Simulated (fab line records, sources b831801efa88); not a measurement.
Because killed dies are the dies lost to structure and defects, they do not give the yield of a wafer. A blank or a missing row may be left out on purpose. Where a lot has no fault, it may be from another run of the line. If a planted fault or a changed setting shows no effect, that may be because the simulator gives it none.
fab line records    flow sky130
record: lots: 24  wafers: 72  last-day: 50
route steps=708 shown LI_CONTACT@365 METAL2@498 METAL3@533 METAL4@635 VIA4@652
lots that met no fault: from a run of the same line without faults
start-h: the number of hours between the record's first day and the start of the first shown wafer of the lot    wait-h: hours since the lot's step before    " as in the row above    L1.1+2: one row covering several wafers at once    - either no value or no given start    * or withheld: withheld    < > ~ a bound
route shown NAME@n: names a module that has steps shown in the file, with the first one's number in the route    usual: the fault-free wafers' mean and standard deviation    same: alike in all rows    chamber/n: place in a boat    sites: readings site by site    _std_site: the standard deviation of these    _edge_site: the outer-site mean with the inner-site mean subtracted    radius-mm: how far each site lies from the wafer's centre    mask NAME#n: copy n    behind: tool/chamber where the wafer was last shaped    hold: reason for holding the lot/hours on hold/outcome of the hold    device: transistor that didn't switch, given as n, p or np    end of line: the tests these same wafers got at the end of their route    a step without rows: its recipe alone    killed: dies lost to structure and defects at the first sort, not the wafer's yield    map: a wafer's dies, x killed, . not, _ none there
set.NAME: the setting the step ran with; set.NAME@STEP: the setting that earlier step ran with    model.NAME: the simulator's own value behind a step, which no gauge read
steps of the route over a sample of lots; a table a step, a row a wafer
services: the hour from which a tool's chamber was out of use, counted from the record's first day as start-h (under 0 if before that day), plus the number of hours and why
== steps ==
step: SKY_LI_CONTACT_BOW_MEAS_03
recipe: mode: bow
usual: LI_CONTACT_BOW: 55/6.9
lot.wafer  tool           chamber  start-h  wait-h  LI_CONTACT_BOW[um]
L074.1     film-metro-03  -        663.00   0.2     40
L074.4     "              -        "        "       62
L074.5     "              -        "        "       55
L075.2     film-metro-04  -        667.58   0.2     60
L075.3     "              -        "        "       64
L075.6     "              -        "        "       58
L076.1     film-metro-04  -        671.85   0.2     55
L076.2     "              -        "        "       51
L076.3     "              -        "        "       48
L077.1     film-metro-04  -        676.47   0.1     54
L077.3     "              -        "        "       52
L077.4     "              -        "        "       49
L078.2     film-metro-01  -        688.20   0.2     57
L078.3     "              -        "        "       41
L078.5     "              -        "        "       57
L079.2     film-metro-04  -        692.87   0.1     49
L079.3     "              -        "        "       56
L079.6     "              -        "        "       45
L080.1     film-metro-04  -        703.30   0.2     41
L080.2     "              -        "        "       57
L080.4     "              -        "        "       47
L081.3     film-metro-03  -        714.70   0.2     57
L081.4     "              -        "        "       47
L081.6     "              -        "        "       44
L082.2     film-metro-04  -        717.55   0.1     55
L082.4     "              -        "        "       48
L082.6     "              -        "        "       72
L083.1     film-metro-03  -        740.18   0.2     51
L083.4     "              -        "        "       45
L083.6     "              -        "        "       56
L084.1     film-metro-04  -        741.77   0.2     50
L084.2     "              -        "        "       57
L084.4     "              -        "        "       47
L085.3     film-metro-04  -        748.82   0.1     70
L085.5     "              -        "        "       71
L085.6     "              -        "        "       72
L086.1     film-metro-03  -        754.39   0.1     54
L086.3     "              -        "        "       60
L086.5     "              -        "        "       57
L087.2     film-metro-01  -        762.32   0.2     51
L087.3     "              -        "        "       60
L087.4     "              -        "        "       57
L088.2     film-metro-01  -        768.27   0.2     57
L088.5     "              -        "        "       51
L088.6     "              -        "        "       56
L089.1     film-metro-01  -        772.25   0.1     52
L089.4     "              -        "        "       63
L089.6     "              -        "        "       59
L090.1     film-metro-04  -        780.22   0.1     57
L090.2     "              -        "        "       73
L090.6     "              -        "        "       50
L091.1     film-metro-03  -        792.80   0.2     46
L091.3     "              -        "        "       57
L091.6     "              -        "        "       50
L092.1     film-metro-01  -        796.50   0.2     58
L092.2     "              -        "        "       41
L092.6     "              -        "        "       53
L093.1     film-metro-03  -        807.82   0.1     44
L093.3     "              -        "        "       39
L093.6     "              -        "        "       50
L094.4     film-metro-03  -        808.90   0.2     65
L094.5     "              -        "        "       58
L094.6     "              -        "        "       55
L095.1     film-metro-03  -        813.50   0.1     58
L095.3     "              -        "        "       48
L095.4     "              -        "        "       50
L097.1     film-metro-03  -        837.80   0.2     46
L097.3     "              -        "        "       51
L097.6     "              -        "        "       53
L096.4     film-metro-03  -        840.76   0.3     54
L096.5     "              -        "        "       52
L096.6     "              -        "        "       53
step: SKY_LI_CONTACT_ETCH_14
recipe: chemistry: N2/H2  target: BARC  ion-energy-ev: 200  source-w: 500  bias-w: 100  pressure-mtorr: 30  n2-flow-sccm: 100  h2-flow-sccm: 200  stop-on: SiO2  time-s: 45.9  target-depth-a: 600
usual: bias-w: 99.99/0.29  drypump-motor-current-A: 5.4/0.4  oes-product-au: 0.854/0.0042  throttle-valve-pct: 13.225/0.0089
lot.wafer  tool         chamber  start-h  wait-h  bias-w  drypump-motor-current-A  oes-product-au  rf-hours-counter-h  throttle-valve-pct
L074.1     rie-diel-04  3        691.88   0.0     99.81   4.8                      0.851           3                   13.219
L074.4     "            0        "        "       100.03  5.2                      0.857           5                   13.221
L074.5     "            2        "        "       100.34  5.5                      0.851           -                   13.235
L075.2     rie-diel-04  2        695.33   0.0     100.39  5.5                      0.857           43                  13.218
L075.3     "            1        "        "       99.99   5.3                      0.857           7                   13.232
L075.6     "            1        "        "       99.90   5.3                      0.860           -                   13.229
L076.1     rie-diel-04  2        700.14   0.0     100.42  5.5                      0.850           43                  13.221
L076.2     "            3        "        "       99.53   4.8                      0.853           4                   13.216
L076.3     "            1        "        "       99.91   5.3                      0.850           7                   13.237
L077.1     rie-diel-03  0        704.99   0.0     99.78   5.9                      0.855           17                  13.212
L077.3     "            3        "        "       99.65   5.9                      0.863           32                  13.227
L077.4     "            0        "        "       100.33  5.8                      0.851           -                   13.214
L078.2     rie-diel-02  1        716.23   0.0     99.96   6.3                      0.847           4                   13.218
L078.3     "            2        "        "       99.63   5.3                      0.846           10                  13.228
L078.5     "            1        "        "       100.10  6.3                      0.850           -                   13.230
L079.2     rie-diel-04  0        719.98   0.0     100.09  5.3                      0.853           6                   13.222
L079.3     "            2        "        "       99.63   5.5                      0.862           43                  13.220
L079.6     "            0        "        "       100.40  5.2                      0.864           -                   13.224
L080.1     rie-diel-02  0        731.13   0.0     99.70   5.1                      0.849           15                  13.225
L080.2     "            3        "        "       99.97   5.2                      0.847           0                   13.232
L080.4     "            2        "        "       99.68   5.3                      0.858           10                  13.217
L081.3     rie-diel-03  0        742.48   0.0     100.34  5.8                      0.851           18                  13.248
L081.4     "            2        "        "       100.00  5.4                      0.856           13                  13.213
L081.6     "            0        "        "       100.03  5.8                      0.859           -                   13.224
L082.2     rie-diel-03  0        745.43   0.0     100.16  5.8                      0.855           18                  13.229
L082.4     "            2        "        "       99.82   5.4                      0.856           13                  13.223
L082.6     "            1        "        "       100.20  5.5                      0.853           -                   13.244
L083.1     rie-diel-04  0        768.03   0.0     99.92   5.2                      0.843           7                   13.229
L083.4     "            3        "        "       100.30  4.7                      0.845           5                   13.233
L083.6     "            1        "        "       99.27   5.3                      0.853           -                   13.226
L084.1     rie-diel-03  3        769.78   0.0     100.06  5.9                      0.854           34                  13.235
L084.2     "            2        "        "       99.79   5.4                      0.861           14                  13.234
L084.4     "            0        "        "       99.47   5.8                      0.858           19                  13.225
L085.3     rie-diel-03  2        777.18   0.0     99.88   5.4                      0.852           14                  13.240
L085.5     "            3        "        "       99.99   5.9                      0.851           -                   13.248
L085.6     "            0        "        "       100.13  5.9                      0.854           -                   13.215
L086.1     rie-diel-04  0        782.63   0.0     99.78   5.1                      0.855           8                   13.213
L086.3     "            1        "        "       100.15  5.3                      0.852           9                   13.223
L086.5     "            3        "        "       100.14  4.7                      0.850           -                   13.222
L087.2     rie-diel-03  3        789.18   0.0     100.34  5.9                      0.857           35                  13.232
L087.3     "            2        "        "       100.50  5.4                      0.853           15                  13.233
L087.4     "            0        "        "       99.65   5.8                      0.855           19                  13.220
L088.2     rie-diel-03  1        795.09   0.0     100.41  5.5                      0.857           3                   13.235
L088.5     "            0        "        "       100.39  5.9                      0.858           -                   13.227
L088.6     "            1        "        "       100.52  5.5                      0.851           -                   13.231
L089.1     rie-diel-03  3        799.88   0.0     99.98   5.9                      0.851           35                  13.224
L089.4     "            0        "        "       99.86   5.9                      0.857           20                  13.226
L089.6     "            0        "        "       100.24  5.8                      0.851           -                   13.240
L090.1     rie-diel-04  3        806.98   0.0     100.32  4.7                      0.857           7                   13.218
L090.2     "            0        "        "       100.49  5.2                      0.859           8                   13.239
L090.6     "            0        "        "       99.93   5.2                      0.853           -                   13.232
L091.1     rie-diel-04  0        819.18   0.0     100.19  5.2                      0.848           8                   13.226
L091.3     "            3        "        "       100.24  4.7                      0.864           7                   13.232
L091.6     "            2        "        "       100.04  5.5                      0.856           -                   13.233
L092.1     rie-diel-04  2        823.33   0.0     100.36  5.4                      0.855           0                   13.221
L092.2     "            0        "        "       99.49   5.2                      0.851           8                   13.222
L092.6     "            2        "        "       99.78   5.5                      0.851           -                   13.225
L093.1     rie-diel-03  0        834.48   0.0     99.94   5.8                      0.856           21                  13.202
L093.3     "            1        "        "       100.08  5.5                      0.849           4                   13.240
L093.6     "            0        "        "       100.37  5.9                      0.858           -                   13.227
L094.4     rie-diel-02  3        835.43   0.0     100.18  5.2                      0.853           4                   13.235
L094.5     "            3        "        "       100.10  5.2                      0.852           -                   13.230
L094.6     "            0        "        "       100.05  5.1                      0.852           -                   13.229
L095.1     rie-diel-02  1        840.33   0.0     99.72   6.3                      0.847           8                   13.227
L095.3     "            3        "        "       100.00  5.2                      0.855           4                   13.238
L095.4     "            0        "        "       99.65   5.1                      0.854           18                  13.215
L097.1     rie-diel-02  1        863.73   0.0     100.05  6.3                      0.856           9                   13.229
L097.3     "            3        "        "       99.68   5.2                      0.854           5                   13.230
L097.6     "            1        "        "       99.49   6.3                      0.850           -                   13.222
L096.4     rie-diel-03  2        867.03   0.0     99.80   5.4                      0.852           17                  13.214
L096.5     "            1        "        "       100.03  5.4                      0.851           -                   13.221
L096.6     "            0        "        "       100.08  5.9                      0.855           -                   13.228
step: SKY_METAL2_CD_MEAS_15
recipe: target-cd-nm: 140
usual: cd-nm: 139.8/1.5
lot.wafer  tool       chamber  start-h  wait-h  cd-nm
L074.1     cd-sem-01  -        836.75   -       138.9
L074.4     "          -        "        "       140.2
L074.5     "          -        "        "       139.5
L075.2     cd-sem-01  -        840.59   -       137.7
L075.3     "          -        "        "       139.1
L075.6     "          -        "        "       138.3
L076.1     cd-sem-02  -        844.04   -       139.8
L076.2     "          -        "        "       140.5
L076.3     "          -        "        "       139.5
L077.1     cd-sem-02  -        848.24   -       138.5
L077.3     "          -        "        "       137.3
L077.4     "          -        "        "       139.0
L078.2     cd-sem-02  -        860.89   -       141.7
L078.3     "          -        "        "       142.8
L078.5     "          -        "        "       141.8
L079.2     cd-sem-01  -        862.71   -       141.3
L079.3     "          -        "        "       142.6
L079.6     "          -        "        "       142.3
L080.1     cd-sem-02  -        872.70   -       140.1
L080.2     "          -        "        "       140.7
L080.4     "          -        "        "       140.4
L081.3     cd-sem-01  -        883.06   -       140.4
L081.4     "          -        "        "       139.8
L081.6     "          -        "        "       140.4
L082.2     cd-sem-01  -        886.37   -       142.3
L082.4     "          -        "        "       142.1
L082.6     "          -        "        "       140.4
L083.1     cd-sem-01  -        907.27   -       139.3
L083.4     "          -        "        "       139.0
L083.6     "          -        "        "       139.7
L084.1     cd-sem-01  -        908.75   -       138.1
L084.2     "          -        "        "       138.6
L084.4     "          -        "        "       139.2
L085.3     cd-sem-01  -        914.73   -       138.1
L085.5     "          -        "        "       138.8
L085.6     "          -        "        "       138.5
L086.1     cd-sem-02  -        919.69   -       140.0
L086.3     "          -        "        "       139.7
L086.5     "          -        "        "       139.5
L087.2     cd-sem-02  -        928.84   -       137.7
L087.3     "          -        "        "       136.6
L087.4     "          -        "        "       137.6
L088.2     cd-sem-02  -        931.66   -       140.2
L088.5     "          -        "        "       139.4
L088.6     "          -        "        "       139.1
L089.1     cd-sem-02  -        937.77   -       141.8
L089.4     "          -        "        "       141.4
L089.6     "          -        "        "       139.0
L090.1     cd-sem-01  -        944.35   -       140.5
L090.2     "          -        "        "       141.4
L090.6     "          -        "        "       141.6
L091.1     cd-sem-01  -        954.02   -       139.4
L091.3     "          -        "        "       138.3
L091.6     "          -        "        "       139.6
L092.1     cd-sem-01  -        956.65   -       141.4
L092.2     "          -        "        "       139.3
L092.6     "          -        "        "       140.6
L093.1     cd-sem-02  -        968.89   -       138.3
L093.3     "          -        "        "       138.3
L093.6     "          -        "        "       139.0
L094.4     cd-sem-01  -        969.08   -       137.0
L094.5     "          -        "        "       138.0
L094.6     "          -        "        "       138.8
L095.1     cd-sem-01  -        974.22   -       138.7
L095.3     "          -        "        "       138.3
L095.4     "          -        "        "       138.1
L097.1     cd-sem-01  -        995.24   -       141.8
L097.3     "          -        "        "       142.2
L097.6     "          -        "        "       140.9
L096.4     cd-sem-02  -        999.60   -       142.0
L096.5     "          -        "        "       140.3
L096.6     "          -        "        "       139.5
step: SKY_METAL3_SPUTTER_01
recipe: material: TiN  target-thk-nm: 20  power-w: 6500  time-s: 16.7  chamber-pressure-pa: 0.4
usual: throttle-valve-pct: 29.7/0.93
lot.wafer  tool            chamber  start-h  wait-h  throttle-valve-pct
L074.1     pvd-sputter-03  -        865.54   0.0     29.6
L074.4     "               -        "        "       29.2
L074.5     "               -        "        "       28.9
L075.2     pvd-sputter-01  -        870.09   0.0     30.0
L075.3     "               -        "        "       30.2
L075.6     "               -        "        "       28.5
L076.1     pvd-sputter-03  -        873.39   0.0     29.7
L076.2     "               -        "        "       29.4
L076.3     "               -        "        "       29.1
L077.1     pvd-sputter-03  -        876.97   0.0     29.6
L077.3     "               -        "        "       28.8
L077.4     "               -        "        "       29.4
L078.2     pvd-sputter-03  -        889.49   0.0     29.5
L078.3     "               -        "        "       29.0
L078.5     "               -        "        "       29.2
L079.2     pvd-sputter-01  -        892.54   0.0     30.3
L079.3     "               -        "        "       30.1
L079.6     "               -        "        "       30.1
L080.1     pvd-sputter-01  -        900.53   0.0     30.2
L080.2     "               -        "        "       30.1
L080.4     "               -        "        "       28.4
L081.3     pvd-sputter-01  -        911.84   0.0     30.1
L081.4     "               -        "        "       28.8
L081.6     "               -        "        "       28.5
L082.2     pvd-sputter-02  -        914.68   0.0     29.9
L082.4     "               -        "        "       28.3
L082.6     "               -        "        "       28.3
L083.1     pvd-sputter-02  -        935.04   0.0     31.3
L083.4     "               -        "        "       28.6
L083.6     "               -        "        "       30.2
L084.1     pvd-sputter-02  -        936.22   0.0     31.3
L084.2     "               -        "        "       28.4
L084.4     "               -        "        "       30.1
L085.3     pvd-sputter-01  -        942.82   0.0     30.3
L085.5     "               -        "        "       28.5
L085.6     "               -        "        "       30.2
L086.1     pvd-sputter-02  -        947.40   0.0     30.6
L086.3     "               -        "        "       31.6
L086.5     "               -        "        "       28.5
L087.2     pvd-sputter-02  -        956.86   0.0     30.2
L087.3     "               -        "        "       28.4
L087.4     "               -        "        "       31.7
L088.2     pvd-sputter-03  -        958.99   0.0     29.5
L088.5     "               -        "        "       29.7
L088.6     "               -        "        "       29.0
L089.1     pvd-sputter-03  -        965.14   0.0     29.8
L089.4     "               -        "        "       29.2
L089.6     "               -        "        "       29.1
L090.1     pvd-sputter-02  -        971.49   0.0     28.2
L090.2     "               -        "        "       30.4
L090.6     "               -        "        "       28.4
L091.1     pvd-sputter-02  -        980.52   0.0     30.6
L091.3     "               -        "        "       30.2
L091.6     "               -        "        "       30.6
L092.1     pvd-sputter-03  -        983.27   0.0     28.9
L092.2     "               -        "        "       29.7
L092.6     "               -        "        "       29.2
L093.1     pvd-sputter-02  -        995.65   0.0     28.1
L093.3     "               -        "        "       31.4
L093.6     "               -        "        "       30.9
L094.4     pvd-sputter-01  -        996.71   0.0     30.4
L094.5     "               -        "        "       30.1
L094.6     "               -        "        "       30.4
L095.1     pvd-sputter-02  -        1001.40  0.0     30.4
L095.3     "               -        "        "       31.6
L095.4     "               -        "        "       31.6
L097.1     pvd-sputter-01  -        1021.02  0.0     30.2
L097.3     "               -        "        "       28.8
L097.6     "               -        "        "       30.2
L096.4     pvd-sputter-01  -        1026.01  0.0     30.3
L096.5     "               -        "        "       30.3
L096.6     "               -        "        "       30.4
step: SKY_METAL4_STRIP_19
recipe: chemistry: O2/N2  power-w: 1400  pressure-mtorr: 1500  platen-temp-c: withheld  o2-flow-sccm: 3000  n2-flow-sccm: 300  overash-fraction: 0.5
usual: drypump-motor-current-A: 5.9/0.53  oes-product-au: 0.502/0.0058  strip-time-to-endpoint-s: 6.53/0.097
lot.wafer  tool             chamber  start-h  wait-h  drypump-motor-current-A  oes-product-au  rf-hours-counter-h  strip-time-to-endpoint-s
L074.1     plasma-asher-02  0        994.61   0.1     5.0                      0.509           116                 6.58
L074.4     "                0        "        "       5.0                      0.510           -                   6.65
L074.5     "                0        "        "       5.0                      0.504           -                   6.59
L075.2     plasma-asher-02  0        999.34   0.1     5.0                      0.512           117                 6.68
L075.3     "                1        "        "       6.0                      0.502           -                   6.48
L075.6     "                0        "        "       4.9                      0.514           -                   6.65
L076.1     plasma-asher-02  0        1000.84  0.1     5.0                      0.505           117                 6.48
L076.2     "                1        "        "       6.0                      0.508           117                 6.57
L076.3     "                0        "        "       5.0                      0.503           -                   6.57
L077.1     plasma-asher-01  0        1004.76  0.1     6.6                      0.506           89                  6.61
L077.3     "                0        "        "       6.6                      0.506           -                   6.60
L077.4     "                1        "        "       5.8                      0.497           -                   6.42
L078.2     plasma-asher-03  0        1016.64  0.1     6.0                      0.498           59                  6.36
L078.3     "                0        "        "       5.9                      0.515           -                   6.58
L078.5     "                0        "        "       6.0                      0.514           -                   6.64
L079.2     plasma-asher-02  0        1019.24  0.1     5.0                      0.497           119                 6.49
L079.3     "                1        "        "       6.1                      0.504           -                   6.53
L079.6     "                1        "        "       6.1                      0.506           -                   6.53
L080.1     plasma-asher-02  1        1025.16  0.1     6.1                      0.499           120                 6.50
L080.2     "                0        "        "       5.0                      0.499           120                 6.52
L080.4     "                1        "        "       6.1                      0.498           -                   6.53
L081.3     plasma-asher-02  0        1036.39  0.1     5.0                      0.494           -                   6.57
L081.4     "                1        "        "       6.0                      0.501           -                   6.51
L081.6     "                1        "        "       6.1                      0.511           -                   6.56
L082.2     plasma-asher-01  0        1039.76  0.1     6.6                      0.503           91                  6.58
L082.4     "                0        "        "       6.6                      0.501           -                   6.35
L082.6     "                1        "        "       5.8                      0.501           -                   6.51
L083.1     plasma-asher-01  0        1057.61  0.1     6.6                      0.489           93                  6.37
L083.4     "                1        "        "       5.8                      0.501           -                   6.48
L083.6     "                0        "        "       6.6                      0.499           -                   6.46
L084.1     plasma-asher-03  0        1057.76  0.1     5.9                      0.493           63                  6.32
L084.2     "                1        "        "       6.2                      0.501           63                  6.54
L084.4     "                0        "        "       5.9                      0.506           -                   6.58
L085.3     plasma-asher-01  0        1063.07  0.1     6.6                      0.503           -                   6.43
L085.5     "                0        "        "       6.7                      0.504           -                   6.58
L085.6     "                1        "        "       5.8                      0.504           -                   6.51
L086.1     plasma-asher-03  0        1068.41  0.1     5.9                      0.508           64                  6.63
L086.3     "                1        "        "       6.2                      0.505           -                   6.60
L086.5     "                0        "        "       5.9                      0.494           -                   6.59
L087.2     plasma-asher-01  1        1075.44  0.1     5.8                      0.505           95                  6.58
L087.3     "                1        "        "       5.8                      0.502           -                   6.54
L087.4     "                0        "        "       6.7                      0.501           -                   6.63
L088.2     plasma-asher-01  1        1076.71  0.1     5.8                      0.507           95                  6.55
L088.5     "                1        "        "       5.8                      0.507           -                   6.54
L088.6     "                0        "        "       6.6                      0.508           -                   6.60
L089.1     plasma-asher-02  1        1086.61  0.1     6.0                      0.517           2                   6.62
L089.4     "                0        "        "       5.0                      0.503           -                   6.58
L089.6     "                0        "        "       5.0                      0.510           -                   6.60
L090.1     plasma-asher-01  0        1091.17  0.1     6.6                      0.511           97                  6.70
L090.2     "                1        "        "       5.8                      0.496           97                  6.38
L090.6     "                0        "        "       6.6                      0.489           -                   6.42
L091.1     plasma-asher-03  1        1096.24  0.1     6.2                      0.500           65                  6.43
L091.3     "                1        "        "       6.2                      0.502           -                   6.63
L091.6     "                1        "        "       6.2                      0.489           -                   6.41
L092.1     plasma-asher-03  1        1099.59  0.1     6.2                      0.494           66                  6.44
L092.2     "                0        "        "       5.9                      0.506           66                  6.61
L092.6     "                0        "        "       6.0                      0.502           -                   6.65
L093.1     plasma-asher-02  1        1112.59  0.1     6.1                      0.500           5                   6.50
L093.3     "                1        "        "       6.0                      0.501           -                   6.47
L093.6     "                0        "        "       5.0                      0.505           -                   6.53
L094.4     plasma-asher-02  1        1113.94  0.1     6.1                      0.496           -                   6.33
L094.5     "                1        "        "       6.1                      0.494           -                   6.38
L094.6     "                0        "        "       5.0                      0.506           -                   6.61
L095.1     plasma-asher-01  1        1117.41  0.1     5.8                      0.507           100                 6.66
L095.3     "                0        "        "       6.6                      0.499           -                   6.49
L095.4     "                1        "        "       5.8                      0.502           -                   6.68
L097.1     plasma-asher-01  0        1134.20  0.3     6.7                      0.509           101                 6.62
L097.3     "                0        "        "       6.7                      0.500           -                   6.57
L097.6     "                1        "        "       5.8                      0.496           -                   6.54
L096.4     plasma-asher-03  1        1137.92  0.2     6.2                      0.506           -                   6.67
L096.5     "                1        "        "       6.2                      0.514           -                   6.74
L096.6     "                0        "        "       6.0                      0.502           -                   6.66
step: SKY_VIA4_STRIP_13
recipe: chemistry: O2/N2  power-w: 1400  pressure-mtorr: 1500  platen-temp-c: withheld  o2-flow-sccm: 3000  n2-flow-sccm: 300  overash-fraction: 0.5
usual: drypump-motor-current-A: 5.9/0.55  oes-product-au: 0.709/0.004  strip-time-to-endpoint-s: 12.801/0.029
lot.wafer  tool             chamber  start-h  wait-h  drypump-motor-current-A  oes-product-au  rf-hours-counter-h  strip-time-to-endpoint-s
L074.1     plasma-asher-04  0        1018.88  -       6.6                      0.711           27                  12.830
L074.4     "                0        "        "       6.6                      0.709           -                   12.782
L074.5     "                0        "        "       6.6                      0.711           -                   12.819
L075.2     plasma-asher-03  0        1023.25  -       6.0                      0.715           60                  12.786
L075.3     "                0        "        "       5.9                      0.710           -                   12.733
L075.6     "                0        "        "       5.9                      0.706           -                   12.788
L076.1     plasma-asher-02  1        1025.48  -       6.1                      0.705           120                 12.829
L076.2     "                0        "        "       5.0                      0.704           120                 12.845
L076.3     "                0        "        "       5.0                      0.706           -                   12.827
L077.1     plasma-asher-04  0        1028.40  -       6.6                      0.712           28                  12.805
L077.3     "                1        "        "       5.8                      0.703           -                   12.815
L077.4     "                0        "        "       6.6                      0.708           -                   12.830
L078.2     plasma-asher-03  0        1039.73  -       6.0                      0.709           61                  12.792
L078.3     "                0        "        "       6.0                      0.706           -                   12.797
L078.5     "                0        "        "       5.9                      0.708           -                   12.805
L079.2     plasma-asher-02  0        1043.18  -       5.0                      0.710           122                 12.820
L079.3     "                0        "        "       4.9                      0.705           -                   12.812
L079.6     "                1        "        "       6.1                      0.713           -                   12.834
L080.1     plasma-asher-04  1        1049.25  -       5.8                      0.706           30                  12.814
L080.2     "                0        "        "       6.6                      0.714           30                  12.823
L080.4     "                0        "        "       6.6                      0.709           -                   12.776
L081.3     plasma-asher-04  1        1060.02  -       5.8                      0.704           -                   12.868
L081.4     "                0        "        "       6.6                      0.704           -                   12.796
L081.6     "                0        "        "       6.6                      0.713           -                   12.815
L082.2     plasma-asher-02  1        1065.59  -       6.0                      0.710           0                   12.778
L082.4     "                1        "        "       6.0                      0.708           -                   12.815
L082.6     "                0        "        "       5.0                      0.708           -                   12.768
L083.1     plasma-asher-04  1        1079.60  -       5.8                      0.708           34                  12.779
L083.4     "                1        "        "       5.8                      0.715           -                   12.789
L083.6     "                1        "        "       5.8                      0.710           -                   12.770
L084.1     plasma-asher-02  1        1081.20  -       6.1                      0.708           2                   12.794
L084.2     "                0        "        "       5.0                      0.711           2                   12.835
L084.4     "                1        "        "       6.1                      0.707           -                   12.792
L085.3     plasma-asher-02  1        1085.12  -       6.0                      0.711           -                   12.707
L085.5     "                1        "        "       6.1                      0.702           -                   12.756
L085.6     "                0        "        "       5.0                      0.710           -                   12.808
L086.1     plasma-asher-03  0        1090.88  -       5.9                      0.708           65                  12.776
L086.3     "                1        "        "       6.2                      0.716           -                   12.801
L086.5     "                0        "        "       5.9                      0.702           -                   12.797
L087.2     plasma-asher-02  0        1097.90  -       5.0                      0.701           4                   12.809
L087.3     "                0        "        "       5.0                      0.718           -                   12.770
L087.4     "                1        "        "       6.0                      0.714           -                   12.758
L088.2     plasma-asher-02  0        1099.00  -       5.0                      0.716           4                   12.787
L088.5     "                0        "        "       5.0                      0.699           -                   12.799
L088.6     "                1        "        "       6.1                      0.710           -                   12.794
L089.1     plasma-asher-04  0        1108.08  -       6.6                      0.709           37                  12.828
L089.4     "                0        "        "       6.6                      0.707           -                   12.787
L089.6     "                0        "        "       6.6                      0.713           -                   12.821
L090.1     plasma-asher-02  1        1113.18  -       6.0                      0.714           5                   12.769
L090.2     "                0        "        "       5.0                      0.710           5                   12.793
L090.6     "                1        "        "       6.0                      0.714           -                   12.793
L091.1     plasma-asher-04  1        1117.43  -       5.8                      0.705           38                  12.765
L091.3     "                0        "        "       6.6                      0.712           -                   12.790
L091.6     "                1        "        "       5.8                      0.714           -                   12.855
L092.1     plasma-asher-04  0        1120.74  -       6.6                      0.712           38                  12.815
L092.2     "                1        "        "       5.8                      0.710           38                  12.775
L092.6     "                0        "        "       6.6                      0.716           -                   12.773
L093.1     plasma-asher-04  1        1133.84  -       5.8                      0.713           39                  12.772
L093.3     "                1        "        "       5.8                      0.710           -                   12.799
L093.6     "                0        "        "       6.6                      0.706           -                   12.825
L094.4     plasma-asher-02  1        1134.98  -       6.1                      0.708           -                   12.792
L094.5     "                0        "        "       5.0                      0.708           -                   12.786
L094.6     "                1        "        "       6.1                      0.706           -                   12.821
L095.1     plasma-asher-03  0        1138.29  -       5.9                      0.710           70                  12.805
L095.3     "                1        "        "       6.2                      0.712           -                   12.839
L095.4     "                0        "        "       5.9                      0.710           -                   12.808
L097.1     plasma-asher-02  1        1154.10  -       6.1                      0.708           9                   12.791
L097.3     "                1        "        "       6.1                      0.707           -                   12.870
L097.6     "                0        "        "       5.0                      0.708           -                   12.795
L096.4     plasma-asher-04  1        1157.38  -       5.8                      0.707           -                   12.766
L096.5     "                1        "        "       5.8                      0.707           -                   12.818
L096.6     "                0        "        "       6.6                      0.709           -                   12.784
== services ==
tool             chamber  start-h  hours  kind
rie-diel-04      -        674.73   0.5    repair
plasma-asher-02  -        702.07   2.5    repair
rie-diel-04      -        709.61   2.8    pm
rie-diel-03      0        731.44   5.1    repair
plasma-asher-04  -        733.75   9.0    pm
plasma-asher-02  -        743.28   0.5    repair
pvd-sputter-02   -        760.02   3.3    repair
rie-diel-04      2        773.00   38.9   repair
plasma-asher-01  -        781.06   15.6   pm
rie-diel-04      0        788.57   5.8    repair
pvd-sputter-02   -        794.62   0.8    repair
plasma-asher-04  -        831.18   0.7    repair
rie-diel-03      -        842.47   14.6   pm
plasma-asher-04  -        843.39   2.7    repair
plasma-asher-02  -        874.67   2.9    repair
rie-diel-03      1        899.67   6.2    repair
rie-diel-03      3        929.04   6.7    repair
rie-diel-03      3        945.49   3.3    repair
rie-diel-03      -        952.53   2.8    pm
plasma-asher-02  -        1055.25  9.0    pm
plasma-asher-03  -        1072.20  14.6   pm
rie-diel-03      -        1129.33  0.5    repair
rie-diel-03      -        1139.49  0.4    repair
plasma-asher-02  -        1155.32  5.0    repair
== key ==
fault none
